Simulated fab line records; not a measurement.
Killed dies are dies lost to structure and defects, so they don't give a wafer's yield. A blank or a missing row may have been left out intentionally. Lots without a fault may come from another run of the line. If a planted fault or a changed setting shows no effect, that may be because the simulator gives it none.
fab line records ; flow sfq_line ; part 1 of 2: steps 1 to 27 of 39
[record] lots = 5; wafers = 15; last_day = 91
route steps=325 shown I1@74 M2@88 I2@103
lots untouched by any fault: they come from a run of this same line in which no faults occurred
start_h: hours from the record's opening day to when the first of the lot's shown wafers began ; wait_h: hours elapsed since this lot's preceding step ; " as in the row above ; L1.1+2: a single row standing in for several wafers ; - value missing, or start not given ; * or withheld: withheld ; < > ~ a bound
route shown NAME@n: a module of which the file shows steps, and the number in the route of the first ; usual: the fault-free wafers' mean and standard deviation ; same: alike in all rows ; chamber/n: place in a boat ; sites: each site's reading ; _std_site: standard deviation across them ; _edge_site: outer sites' mean less inner sites' ; radius_mm: for every site, how far away it sits from the centre of the wafer ; mask NAME#n: copy n ; behind: tool/chamber where the wafer was last shaped ; hold: reason for holding the lot/hours on hold/outcome of the hold ; device: names the non-switching transistor (n, p or np) ; end of line: the tests these same wafers got at the end of their route ; where a step has no rows: the recipe by itself ; killed: dies lost to structure and defects at the first sort, not the wafer's yield ; map: a wafer's dies, marking killed ones x, the rest . and places with no die _
set.NAME: setting as actually run; set.NAME@STEP: the setting as run at that earlier step ; model.NAME: the simulator's own value behind a step, which no gauge read
lots seen at some steps along the route; tables by step, rows by wafer
services: when a tool's chamber went out of use (start_h, in hours from the record's first day, below 0 if earlier), for how many hours, and the reason
[[steps]]
[step SFQ_TRILAYER_I1_CMP_CMP_046]
[recipe] material = SiO2; down_force_psi = 3; platen_rpm = 60; pad_velocity_m_s = 0.94248
[usual] motor_current_A = 9.9/0.9; slurry_flow_ml_min = 149.9/0.48; time_to_endpoint_s = 215/7
lot.wafer;tool;chamber;start_h;wait_h;motor_current_A;slurry_flow_ml_min;time_to_endpoint_s
L074.2;cmp-02;2;512.06;0.0;9.6;150.9;207
L074.3;cmp-02;0;513.06;1.0;10.5;148.5;219
L074.1;cmp-02;1;513.06;1.0;10.6;150.7;214
L080.2;cmp-02;1;590.88;0.0;10.4;150.0;195
L080.4;cmp-02;3;591.88;1.0;11.3;149.9;208
L080.5;cmp-02;2;593.38;2.5;10.0;150.4;200
L081.3;cmp-01;0;605.08;1.0;8.6;149.7;209
L081.2;cmp-01;1;605.08;1.0;8.8;150.6;215
L081.6;cmp-01;2;605.08;1.0;9.3;149.8;221
L087.1;cmp-02;0;642.35;0.5;10.0;149.4;221
L087.6;cmp-02;3;643.85;2.0;10.9;150.3;219
L087.5;cmp-02;0;643.85;2.0;10.0;149.6;215
L097.1;cmp-01;1;776.91;18.9;8.8;148.6;224
L097.3;cmp-01;3;777.91;19.9;10.5;150.2;222
L097.6;cmp-01;2;779.41;21.3;9.5;150.3;222
[step SFQ_I1_BOW_MEAS_912]
[recipe] mode = bow
[usual] I1_BOW = 2/7.7
lot.wafer;tool;chamber;start_h;wait_h;I1_BOW[um]
L074.1;film_metro-04;-;515.06;1.0;5
L074.2;film_metro-04;-;515.06;1.0;-16
L074.3;film_metro-04;-;515.06;1.0;8
L080.2;film_metro-03;-;593.90;2.5;12
L080.4;film_metro-03;-;593.90;2.5;-15
L080.5;film_metro-03;-;593.90;2.5;0
L081.2;film_metro-03;-;607.10;1.0;-11
L081.3;film_metro-03;-;607.10;1.0;-10
L081.6;film_metro-03;-;607.10;1.0;-5
L087.1;film_metro-04;-;644.85;2.0;9
L087.5;film_metro-04;-;644.85;2.0;-6
L087.6;film_metro-04;-;644.85;2.0;7
L097.1;film_metro-03;-;779.91;2.5;-3
L097.3;film_metro-03;-;779.91;2.5;4
L097.6;film_metro-03;-;779.91;2.5;-11
[step SFQ_TRILAYER_I1_METRO_MEASURE_047]
[usual] thk_nm = 199.9/1.2
lot.wafer;tool;chamber;start_h;wait_h;thk_nm
L074.1;film_metro-04;-;515.18;0.1;197.2
L074.2;film_metro-04;-;515.18;0.1;197.8
L074.3;film_metro-04;-;515.18;0.1;200.1
L080.2;film_metro-03;-;594.20;0.3;199.1
L080.4;film_metro-03;-;594.20;0.3;199.1
L080.5;film_metro-03;-;594.20;0.3;198.0
L081.2;film_metro-03;-;607.40;0.3;200.3
L081.3;film_metro-03;-;607.40;0.3;200.1
L081.6;film_metro-03;-;607.40;0.3;200.7
L087.1;film_metro-04;-;644.97;0.1;198.9
L087.5;film_metro-04;-;644.97;0.1;198.8
L087.6;film_metro-04;-;644.97;0.1;200.3
L097.1;film_metro-03;-;780.03;0.1;201.5
L097.3;film_metro-03;-;780.03;0.1;201.0
L097.6;film_metro-03;-;780.03;0.1;200.8
[step SFQ_TRILAYER_I1_VIA_LITHO_COAT_054]
[recipe] resist = BARC; spin_rpm = 3000; resist_thk_nm = 62
[usual] dispense_pressure_kPa = 50.5/1.9
lot.wafer;tool;chamber;start_h;wait_h;dispense_pressure_kPa
L074.1;litho_track-04;0;516.38;1.0;55.2
L074.2;litho_track-04;0;516.38;1.0;55.2
L074.3;litho_track-04;0;516.38;1.0;55.1
L080.2;litho_track-01;0;595.25;0.8;48.7
L080.4;litho_track-01;0;595.25;0.8;48.8
L080.5;litho_track-01;0;595.25;0.8;48.8
L081.2;litho_track-03;0;608.45;0.8;50.3
L081.3;litho_track-03;0;608.45;0.8;50.3
L081.6;litho_track-03;0;608.45;0.8;50.3
L087.1;litho_track-04;0;646.17;1.0;55.1
L087.5;litho_track-04;0;646.17;1.0;55.2
L087.6;litho_track-04;0;646.17;1.0;55.2
L097.1;litho_track-01;0;781.23;1.0;48.8
L097.3;litho_track-01;0;781.23;1.0;48.8
L097.6;litho_track-01;0;781.23;1.0;48.8
[step SFQ_TRILAYER_I1_VIA_LITHO_COAT_049]
[recipe] resist = KrF; spin_rpm = 3000; resist_thk_nm = 650
[usual] dispense_pressure_kPa = 50.5/1.9
lot.wafer;tool;chamber;start_h;wait_h;dispense_pressure_kPa
L074.1;litho_track-04;0;516.68;0.2;55.1
L074.2;litho_track-04;0;516.68;0.2;55.2
L074.3;litho_track-04;0;516.68;0.2;55.2
L080.2;litho_track-01;0;595.55;0.2;48.8
L080.4;litho_track-01;0;595.55;0.2;48.8
L080.5;litho_track-01;0;595.55;0.2;48.8
L081.2;litho_track-03;0;608.75;0.2;50.4
L081.3;litho_track-03;0;608.75;0.2;50.4
L081.6;litho_track-03;0;608.75;0.2;50.4
L087.1;litho_track-04;0;646.47;0.2;55.2
L087.5;litho_track-04;0;646.47;0.2;55.1
L087.6;litho_track-04;0;646.47;0.2;55.1
L097.1;litho_track-01;0;781.53;0.2;48.8
L097.3;litho_track-01;0;781.53;0.2;48.8
L097.6;litho_track-01;0;781.53;0.2;48.8
[step SFQ_TRILAYER_I1_VIA_LITHO_SOFTBAKE_053]
[recipe] temp_c = withheld; time_s = withheld; resist = KrF
lot.wafer;tool;chamber;start_h;wait_h
L074.1+2+3;litho_track-04;0;516.98;0.2
L080.2+4+5;litho_track-01;0;595.83;0.2
L081.2+3+6;litho_track-03;0;609.03;0.2
L087.1+5+6;litho_track-04;0;646.77;0.2
L097.1+3+6;litho_track-01;0;781.83;0.2
[step SFQ_TRILAYER_I1_VIA_LITHO_EXPOSE_050]
[recipe] mask_id = I1; na = 0.6; source_shape = conventional; sigma_outer = 0.65; target_cd_nm = 500; dose_mj = 21.3
lot.wafer;tool;chamber;start_h;wait_h;mask
L074.1+2+3;krf_scanner-02;0;671.64;-;I1#0
L080.2+4+5;krf_scanner-01;0;738.86;-;I1#0
L081.2+3+6;krf_scanner-01;0;746.06;-;I1#0
L087.1+5+6;krf_scanner-01;0;771.23;-;I1#0
L097.1+3+6;krf_scanner-01;0;923.25;-;I1#0
[step SFQ_TRILAYER_I1_VIA_LITHO_PEB_052]
[recipe] peb_temp_c = 115; peb_time_s = 60; resist = KrF
[usual] plate_temp_C = 114.99/0.13
lot.wafer;tool;chamber;start_h;wait_h;plate_temp_C
L074.1;litho_track-03;0;672.84;1.0;115.04
L074.2;litho_track-03;0;672.84;1.0;114.89
L074.3;litho_track-03;0;672.84;1.0;115.05
L080.2;litho_track-03;0;739.89;0.8;114.99
L080.4;litho_track-03;0;739.89;0.8;115.01
L080.5;litho_track-03;0;739.89;0.8;115.18
L081.2;litho_track-04;0;747.09;0.8;114.97
L081.3;litho_track-04;0;747.09;0.8;114.97
L081.6;litho_track-04;0;747.09;0.8;114.88
L087.1;litho_track-04;0;772.43;1.0;115.04
L087.5;litho_track-04;0;772.43;1.0;114.96
L087.6;litho_track-04;0;772.43;1.0;115.20
L097.1;litho_track-01;0;924.45;1.0;115.13
L097.3;litho_track-01;0;924.45;1.0;115.14
L097.6;litho_track-01;0;924.45;1.0;115.00
[step SFQ_TRILAYER_I1_VIA_LITHO_DEVELOP_051]
[recipe] time_s = 60; resist = KrF
lot.wafer;tool;chamber;start_h;wait_h
L074.1+2+3;litho_track-03;0;672.99;0.1
L080.2+4+5;litho_track-03;0;740.04;0.1
L081.2+3+6;litho_track-04;0;747.24;0.1
L087.1+5+6;litho_track-04;0;772.58;0.1
L097.1+3+6;litho_track-01;0;924.60;0.1
[step SFQ_I1_OVL_MEAS_913]
[usual] I1_OVL = 3/5.7
lot.wafer;tool;chamber;start_h;wait_h;I1_OVL[nm]
L074.1;overlay-02;-;673.14;0.1;9
L074.2;overlay-02;-;673.14;0.1;11
L074.3;overlay-02;-;673.14;0.1;9
L080.2;overlay-02;-;740.17;0.1;2
L080.4;overlay-02;-;740.17;0.1;6
L080.5;overlay-02;-;740.17;0.1;6
L081.2;overlay-02;-;747.37;0.1;0
L081.3;overlay-02;-;747.37;0.1;3
L081.6;overlay-02;-;747.37;0.1;2
L087.1;overlay-02;-;772.73;0.1;4
L087.5;overlay-02;-;772.73;0.1;-3
L087.6;overlay-02;-;772.73;0.1;8
L097.1;overlay-01;-;924.75;0.1;-10
L097.3;overlay-01;-;924.75;0.1;-7
L097.6;overlay-01;-;924.75;0.1;-4
[step SFQ_TRILAYER_I1_VIA_BARC_OPEN_VIA_ETCH_071]
[recipe] mask_material = PR; chemistry = O2; target_depth_nm = 125; target = BARC; source_w = 500; bias_w = 80; pressure_mtorr = 30; time_s = 41.7
[usual] drypump_motor_current_A = 5.6/0.42; oes_product_au = 0.685/0.0046
lot.wafer;tool;chamber;start_h;wait_h;drypump_motor_current_A;oes_product_au;rf_hours_counter_h
L074.1;rie_diel-01;0;673.18;0.0;6.3;0.681;7
L074.2;rie_diel-01;1;673.18;0.0;5.4;0.681;28
L074.3;rie_diel-01;2;673.18;0.0;5.5;0.681;24
L080.2;rie_diel-03;2;740.20;0.0;4.7;0.677;5
L080.4;rie_diel-03;0;740.20;0.0;5.5;0.688;4
L080.5;rie_diel-03;0;740.20;0.0;5.5;0.690;-
L081.2;rie_diel-03;3;747.40;0.0;5.7;0.683;37
L081.3;rie_diel-03;1;747.40;0.0;5.6;0.683;13
L081.6;rie_diel-03;1;747.40;0.0;5.6;0.675;-
L087.1;rie_diel-01;1;772.77;0.0;5.4;0.681;30
L087.5;rie_diel-01;2;772.77;0.0;5.5;0.683;-
L087.6;rie_diel-01;3;772.77;0.0;5.4;0.681;-
L097.1;rie_diel-01;3;924.78;0.0;5.4;0.676;15
L097.3;rie_diel-01;0;924.78;0.0;6.2;0.686;12
L097.6;rie_diel-01;1;924.78;0.0;5.4;0.685;-
[step SFQ_TRILAYER_I1_VIA_ETCH_VIA_ETCH_052]
[recipe] target = SiO2; stop_on = Nb; mask_material = PR; taper_deg = 20; chemistry = CHF3; target_depth_nm = 260; source_w = 500; bias_w = 80; pressure_mtorr = 30; time_s = withheld
[usual] drypump_motor_current_A = 5.6/0.42; oes_product_au = 0.854/0.0055
lot.wafer;tool;chamber;start_h;wait_h;drypump_motor_current_A;oes_product_au
L074.1;rie_diel-01;0;673.22;0.0;6.3;0.847
L074.2;rie_diel-01;1;673.22;0.0;5.4;0.842
L074.3;rie_diel-01;2;673.22;0.0;5.5;0.850
L080.2;rie_diel-03;2;740.24;0.0;4.7;0.844
L080.4;rie_diel-03;0;740.24;0.0;5.6;0.857
L080.5;rie_diel-03;0;740.24;0.0;5.5;0.852
L081.2;rie_diel-03;3;747.44;0.0;5.8;0.854
L081.3;rie_diel-03;1;747.44;0.0;5.6;0.851
L081.6;rie_diel-03;1;747.44;0.0;5.6;0.861
L087.1;rie_diel-01;1;772.81;0.0;5.4;0.856
L087.5;rie_diel-01;2;772.81;0.0;5.5;0.842
L087.6;rie_diel-01;3;772.81;0.0;5.4;0.857
L097.1;rie_diel-01;3;924.82;0.0;5.4;0.854
L097.3;rie_diel-01;0;924.82;0.0;6.3;0.849
L097.6;rie_diel-01;1;924.82;0.0;5.4;0.858
[step SFQ_TRILAYER_I1_VIA_STRIP_STRIP_053]
[recipe] gas = O2; power_w = 200; platen_temp_c = 40; overash_fraction = 0.65; chemistry = O2; pressure_mtorr = 50
[usual] drypump_motor_current_A = 5.9/0.34; oes_product_au = 1.001/0.0077
lot.wafer;tool;chamber;start_h;wait_h;drypump_motor_current_A;oes_product_au;rf_hours_counter_h
L074.1;rie_metal-03;0;673.33;-;6.4;1.000;78
L074.2;rie_metal-03;1;673.33;-;6.1;0.999;63
L074.3;rie_metal-03;0;673.33;-;6.4;1.003;-
L080.2;rie_metal-03;1;740.35;-;6.0;1.001;76
L080.4;rie_metal-03;0;740.35;-;6.4;1.000;-
L080.5;rie_metal-03;0;740.35;-;6.3;0.996;-
L081.2;rie_metal-01;0;747.55;-;5.4;0.984;31
L081.3;rie_metal-01;1;747.55;-;5.6;1.004;-
L081.6;rie_metal-01;1;747.55;-;5.6;0.994;-
L087.1;rie_metal-03;1;772.92;-;6.0;1.007;80
L087.5;rie_metal-03;0;772.92;-;6.4;1.000;-
L087.6;rie_metal-03;1;772.92;-;6.0;1.002;-
L097.1;rie_metal-02;0;924.94;-;6.0;0.993;120
L097.3;rie_metal-02;1;924.94;-;5.6;1.002;-
L097.6;rie_metal-02;0;924.94;-;6.1;0.997;-
[step SFQ_TRILAYER_I1_VIA_STRIP_SOLV_CLEAN_054]
[recipe] chemistry = NMP; temp_c = 70; time_s = 600
lot.wafer;tool;chamber;start_h;wait_h
L074.1+2+3;wet_bench-03;6,4,5;673.93;0.4
L080.2+4+5;wet_bench-03;3,2,4;740.95;0.4
L081.2+3+6;wet_bench-02;0,3,4;748.15;0.4
L087.1+5+6;wet_bench-01;7,1,4;773.52;0.4
L097.1+3+6;wet_bench-02;4,1,7;925.54;0.4
[step SFQ_TRILAYER_M2_DEP_PRE_CLEAN_056]
[recipe] gas = Ar; time_s = 22.5; bias_v = 250
lot.wafer;tool;chamber;start_h;wait_h
L074.1+2+3;pvd_sputter-05;-;674.11;0.0
L080.2+4+5;pvd_sputter-04;-;741.12;0.0
L081.2+3+6;pvd_sputter-04;-;748.50;0.0
L087.1+5+6;pvd_sputter-04;-;773.70;0.0
L097.1+3+6;pvd_sputter-03;-;925.71;0.0
[step SFQ_TRILAYER_M2_DEP_SPUTTER_055]
[recipe] material = Nb; base_pressure_pa = 1.33e-06; chamber_pressure_pa = 0.1333; substrate_temp_c = 20; resputter_cathode_voltage_v = 400; target_thk_nm = 200; power_w = 2000; time_s = 133.3
[usual] throttle_valve_pct = 30.4/1
lot.wafer;tool;chamber;start_h;wait_h;throttle_valve_pct
L074.1;pvd_sputter-05;-;674.14;0.0;29.0
L074.2;pvd_sputter-05;-;674.14;0.0;29.7
L074.3;pvd_sputter-05;-;674.14;0.0;29.1
L080.2;pvd_sputter-04;-;741.15;0.0;30.5
L080.4;pvd_sputter-04;-;741.15;0.0;29.7
L080.5;pvd_sputter-04;-;741.15;0.0;31.2
L081.2;pvd_sputter-04;-;748.53;0.0;30.7
L081.3;pvd_sputter-04;-;748.53;0.0;29.6
L081.6;pvd_sputter-04;-;748.53;0.0;31.1
L087.1;pvd_sputter-04;-;773.73;0.0;30.6
L087.5;pvd_sputter-04;-;773.73;0.0;30.7
L087.6;pvd_sputter-04;-;773.73;0.0;29.6
L097.1;pvd_sputter-03;-;925.74;0.0;31.5
L097.3;pvd_sputter-03;-;925.74;0.0;29.1
L097.6;pvd_sputter-03;-;925.74;0.0;29.9
[step SFQ_M2_RS_MEAS_914]
[recipe] thk_meas_gauge = four-point-probe; reads = Nb_of_TRILAYER_M2_DEP_SPUTTER_055
[usual] M2_NB_RS = 0.892/0.0076
lot.wafer;tool;chamber;start_h;wait_h;M2_NB_RS[ohm/sq]
L074.1;film_metro-03;-;674.23;0.0;0.900
L074.2;film_metro-03;-;674.23;0.0;0.897
L074.3;film_metro-03;-;674.23;0.0;0.896
L080.2;film_metro-03;-;741.26;0.1;0.890
L080.4;film_metro-03;-;741.26;0.1;0.895
L080.5;film_metro-03;-;741.26;0.1;0.896
L081.2;film_metro-04;-;748.64;0.1;0.866
L081.3;film_metro-04;-;748.64;0.1;0.875
L081.6;film_metro-04;-;748.64;0.1;0.870
L087.1;film_metro-03;-;773.82;0.0;0.894
L087.5;film_metro-03;-;773.82;0.0;0.886
L087.6;film_metro-03;-;773.82;0.0;0.898
L097.1;film_metro-04;-;925.83;0.0;0.891
L097.3;film_metro-04;-;925.83;0.0;0.883
L097.6;film_metro-04;-;925.83;0.0;0.879
[step SFQ_TRILAYER_M2_LITHO_COAT_062]
[recipe] resist = BARC; spin_rpm = 3000; resist_thk_nm = 62
[usual] dispense_pressure_kPa = 49/5.7
lot.wafer;tool;chamber;start_h;wait_h;dispense_pressure_kPa
L074.1;litho_track-03;0;674.41;0.1;50
L074.2;litho_track-03;0;674.41;0.1;50
L074.3;litho_track-03;0;674.41;0.1;50
L080.2;litho_track-04;0;741.47;0.1;55
L080.4;litho_track-04;0;741.47;0.1;55
L080.5;litho_track-04;0;741.47;0.1;55
L081.2;litho_track-04;0;748.85;0.1;55
L081.3;litho_track-04;0;748.85;0.1;55
L081.6;litho_track-04;0;748.85;0.1;55
L087.1;litho_track-04;0;774.00;0.1;55
L087.5;litho_track-04;0;774.00;0.1;55
L087.6;litho_track-04;0;774.00;0.1;55
L097.1;litho_track-02;0;926.01;0.1;41
L097.3;litho_track-02;0;926.01;0.1;41
L097.6;litho_track-02;0;926.01;0.1;41
[step SFQ_TRILAYER_M2_LITHO_COAT_057]
[recipe] resist = KrF; spin_rpm = 3000; resist_thk_nm = 600
[usual] dispense_pressure_kPa = 49/5.7
lot.wafer;tool;chamber;start_h;wait_h;dispense_pressure_kPa
L074.1;litho_track-03;0;674.71;0.2;50
L074.2;litho_track-03;0;674.71;0.2;50
L074.3;litho_track-03;0;674.71;0.2;50
L080.2;litho_track-04;0;741.77;0.2;55
L080.4;litho_track-04;0;741.77;0.2;55
L080.5;litho_track-04;0;741.77;0.2;55
L081.2;litho_track-04;0;749.15;0.2;55
L081.3;litho_track-04;0;749.15;0.2;55
L081.6;litho_track-04;0;749.15;0.2;55
L087.1;litho_track-04;0;774.30;0.2;55
L087.5;litho_track-04;0;774.30;0.2;55
L087.6;litho_track-04;0;774.30;0.2;55
L097.1;litho_track-02;0;926.31;0.2;41
L097.3;litho_track-02;0;926.31;0.2;41
L097.6;litho_track-02;0;926.31;0.2;41
[step SFQ_TRILAYER_M2_LITHO_SOFTBAKE_061]
[recipe] temp_c = withheld; time_s = withheld; resist = KrF
lot.wafer;tool;chamber;start_h;wait_h
L074.1+2+3;litho_track-03;0;675.01;0.2
L080.2+4+5;litho_track-04;0;742.05;0.2
L081.2+3+6;litho_track-04;0;749.42;0.2
L087.1+5+6;litho_track-04;0;774.60;0.2
L097.1+3+6;litho_track-02;0;926.61;0.2
[step SFQ_TRILAYER_M2_LITHO_EXPOSE_058]
[recipe] mask_id = M2; na = 0.6; source_shape = conventional; sigma_outer = 0.65; target_cd_nm = 500; dose_mj = 14.4
lot.wafer;tool;chamber;start_h;wait_h;mask
L074.1+2+3;krf_scanner-01;0;786.83;-;M2#0
L080.2+4+5;krf_scanner-01;0;866.13;-;M2#0
L081.2+3+6;krf_scanner-01;0;874.53;-;M2#0
L087.1+5+6;krf_scanner-02;0;912.53;-;M2#0
L097.1+3+6;krf_scanner-02;0;1058.38;-;M2#0
[step SFQ_TRILAYER_M2_LITHO_PEB_060]
[recipe] peb_temp_c = 115; peb_time_s = 60; resist = KrF
[usual] plate_temp_C = 115.02/0.15
lot.wafer;tool;chamber;start_h;wait_h;plate_temp_C
L074.1;litho_track-03;0;788.03;1.0;115.26
L074.2;litho_track-03;0;788.03;1.0;115.11
L074.3;litho_track-03;0;788.03;1.0;115.13
L080.2;litho_track-03;0;867.15;0.8;114.82
L080.4;litho_track-03;0;867.15;0.8;114.93
L080.5;litho_track-03;0;867.15;0.8;114.76
L081.2;litho_track-02;0;875.55;0.8;115.01
L081.3;litho_track-02;0;875.55;0.8;114.91
L081.6;litho_track-02;0;875.55;0.8;114.83
L087.1;litho_track-04;0;913.73;1.0;115.26
L087.5;litho_track-04;0;913.73;1.0;115.26
L087.6;litho_track-04;0;913.73;1.0;115.37
L097.1;litho_track-04;0;1059.58;1.0;115.10
L097.3;litho_track-04;0;1059.58;1.0;114.86
L097.6;litho_track-04;0;1059.58;1.0;115.18
[step SFQ_TRILAYER_M2_LITHO_DEVELOP_059]
[recipe] time_s = 60; resist = KrF
lot.wafer;tool;chamber;start_h;wait_h
L074.1+2+3;litho_track-03;0;788.18;0.1
L080.2+4+5;litho_track-03;0;867.30;0.1
L081.2+3+6;litho_track-02;0;875.70;0.1
L087.1+5+6;litho_track-04;0;913.88;0.1
L097.1+3+6;litho_track-04;0;1059.73;0.1
[step SFQ_M2_OVL_MEAS_916]
[usual] M2_OVL = -4/6.1
lot.wafer;tool;chamber;start_h;wait_h;M2_OVL[nm]
L074.1;overlay-01;-;788.33;0.1;-3
L074.2;overlay-01;-;788.33;0.1;2
L074.3;overlay-01;-;788.33;0.1;-2
L080.2;overlay-02;-;867.43;0.1;-7
L080.4;overlay-02;-;867.43;0.1;-3
L080.5;overlay-02;-;867.43;0.1;-5
L081.2;overlay-01;-;875.83;0.1;-8
L081.3;overlay-01;-;875.83;0.1;-5
L081.6;overlay-01;-;875.83;0.1;-4
L087.1;overlay-02;-;914.03;0.1;6
L087.5;overlay-02;-;914.03;0.1;4
L087.6;overlay-02;-;914.03;0.1;-1
L097.1;overlay-02;-;1059.88;0.1;-2
L097.3;overlay-02;-;1059.88;0.1;-3
L097.6;overlay-02;-;1059.88;0.1;-6
[step SFQ_TRILAYER_M2_BARC_OPEN_METAL_ETCH_077]
[recipe] mask_material = PR; chemistry = O2; target_depth_nm = 125; target = BARC; icp_w = 600; bias_w = 80; pressure_mtorr = 10; time_s = 41.7
[usual] drypump_motor_current_A = 6.0/0.46; oes_product_au = 0.685/0.0043
lot.wafer;tool;chamber;start_h;wait_h;drypump_motor_current_A;oes_product_au;rf_hours_counter_h
L074.1;rie_metal-03;0;788.37;0.0;6.4;0.682;96
L074.2;rie_metal-03;1;788.37;0.0;6.1;0.688;82
L074.3;rie_metal-03;0;788.37;0.0;6.4;0.675;-
L080.2;rie_metal-04;0;867.46;0.0;6.4;0.680;52
L080.4;rie_metal-04;1;867.46;0.0;6.6;0.685;-
L080.5;rie_metal-04;1;867.46;0.0;6.6;0.679;-
L081.2;rie_metal-03;1;875.86;0.0;6.1;0.685;92
L081.3;rie_metal-03;1;875.86;0.0;6.1;0.688;-
L081.6;rie_metal-03;0;875.86;0.0;6.4;0.685;-
L087.1;rie_metal-01;1;914.07;0.0;5.6;0.688;123
L087.5;rie_metal-01;0;914.07;0.0;5.4;0.681;-
L087.6;rie_metal-01;1;914.07;0.0;5.6;0.685;-
L097.1;rie_metal-03;1;1059.92;0.0;6.0;0.691;113
L097.3;rie_metal-03;0;1059.92;0.0;6.4;0.687;-
L097.6;rie_metal-03;1;1059.92;0.0;6.1;0.691;-
[step SFQ_TRILAYER_M2_ETCH_METAL_ETCH_060]
[recipe] target = Nb; stop_on = SiO2; mask_material = PR; chemistry = Cl2/Ar; target_depth_nm = 240; icp_w = 600; bias_w = 80; pressure_mtorr = 10; time_s = 120
[usual] drypump_motor_current_A = 6.0/0.47; oes_product_au = 0.893/0.0066
lot.wafer;tool;chamber;start_h;wait_h;drypump_motor_current_A;oes_product_au;rf_hours_counter_h
L074.1;rie_metal-03;0;788.43;0.0;6.4;0.885;96
L074.2;rie_metal-03;1;788.43;0.0;6.1;0.892;82
L074.3;rie_metal-03;0;788.43;0.0;6.4;0.892;-
L080.2;rie_metal-04;0;867.52;0.0;6.5;0.891;52
L080.4;rie_metal-04;1;867.52;0.0;6.6;0.893;-
L080.5;rie_metal-04;1;867.52;0.0;6.7;0.893;-
L081.2;rie_metal-03;1;875.92;0.0;6.0;0.905;92
L081.3;rie_metal-03;1;875.92;0.0;6.0;0.900;-
L081.6;rie_metal-03;0;875.92;0.0;6.4;0.904;-
L087.1;rie_metal-01;1;914.13;0.0;5.6;0.889;123
L087.5;rie_metal-01;0;914.13;0.0;5.4;0.894;-
L087.6;rie_metal-01;1;914.13;0.0;5.6;0.894;-
L097.1;rie_metal-03;1;1059.98;0.0;6.0;0.898;113
L097.3;rie_metal-03;0;1059.98;0.0;6.3;0.904;-
L097.6;rie_metal-03;1;1059.98;0.0;6.1;0.902;-
[step SFQ_TRILAYER_M2_STRIP_STRIP_061]
[recipe] gas = O2; power_w = 200; platen_temp_c = 40; overash_fraction = 0.65; chemistry = O2; pressure_mtorr = 50
[usual] drypump_motor_current_A = 6.0/0.46; oes_product_au = 1.000/0.0085
lot.wafer;tool;chamber;start_h;wait_h;drypump_motor_current_A;oes_product_au;rf_hours_counter_h
L074.1;rie_metal-03;0;788.55;0.1;6.4;0.995;96
L074.2;rie_metal-03;1;788.55;0.1;6.1;1.010;82
L074.3;rie_metal-03;0;788.55;0.1;6.4;1.003;-
L080.2;rie_metal-04;0;867.65;0.1;6.5;1.015;52
L080.4;rie_metal-04;1;867.65;0.1;6.7;1.002;-
L080.5;rie_metal-04;1;867.65;0.1;6.6;1.012;-
L081.2;rie_metal-03;1;876.05;0.1;6.1;1.024;93
L081.3;rie_metal-03;1;876.05;0.1;6.1;1.020;-
L081.6;rie_metal-03;0;876.05;0.1;6.4;1.001;-
L087.1;rie_metal-01;1;914.25;0.1;5.6;0.995;124
L087.5;rie_metal-01;0;914.25;0.1;5.4;0.992;-
L087.6;rie_metal-01;1;914.25;0.1;5.6;0.994;-
L097.1;rie_metal-03;1;1060.11;0.1;6.1;1.018;113
L097.3;rie_metal-03;0;1060.11;0.1;6.4;1.005;-
L097.6;rie_metal-03;1;1060.11;0.1;6.1;1.021;-
